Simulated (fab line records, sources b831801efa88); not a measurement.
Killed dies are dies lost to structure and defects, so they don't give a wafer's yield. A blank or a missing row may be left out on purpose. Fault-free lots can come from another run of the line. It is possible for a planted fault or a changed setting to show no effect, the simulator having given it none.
Chamber matching	flow gf180mcu	3 sister chambers for GF_V4_CVD_02 on pecvd-03
The step deposits SiO2 from TEOS, target thk 850 nm, time 94.851 s. 3 wafers are shown with their chamber, then 10 later ones without.

WAFERS WITH THEIR CHAMBER
wafer	chamber	heaterPowerW (W)
L090.5	0	655
L091.3	1	810
L091.5	2	706

WAFERS WHOSE CHAMBER IS MISSING
wafer	heaterPowerW (W)
L091.6	852
L094.2	609
L094.4	637
L094.6	636
L095.3	861
L095.4	710
L095.5	879
L097.2	697
L097.3	673
L097.5	875

EACH ONE'S CHAMBER
wafer	from the rows above	in truth
L091.6	1	1
L094.2	can't be placed: 0 or 2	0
L094.4	can't be placed: 0 or 2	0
L094.6	can't be placed: 0 or 2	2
L095.3	1	1
L095.4	can't be placed: 2 or 0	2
L095.5	1	1
L097.2	can't be placed: 2 or 0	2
L097.3	can't be placed: 0 or 2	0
L097.5	1	1
Correct placement for 4 of the 10. Cannot be placed on the basis of these rows: 6; the candidates contain the true chamber in 6. Placed wrongly: 0.
How it was worked out, from the rows above alone: a wafer's distance from a chamber is the root of the sum, over the readings, of the square of ((its reading less the chamber's mean) divided by the reading's scatter). If the next closest chamber is less than 2 further off than the closest, the wafer can't be placed; otherwise it belongs to the closest. A chamber's mean is the mean of its shown wafers. The scatter: root of mean squared gap, hidden wafer to nearest shown wafer, with one shown wafer a chamber.
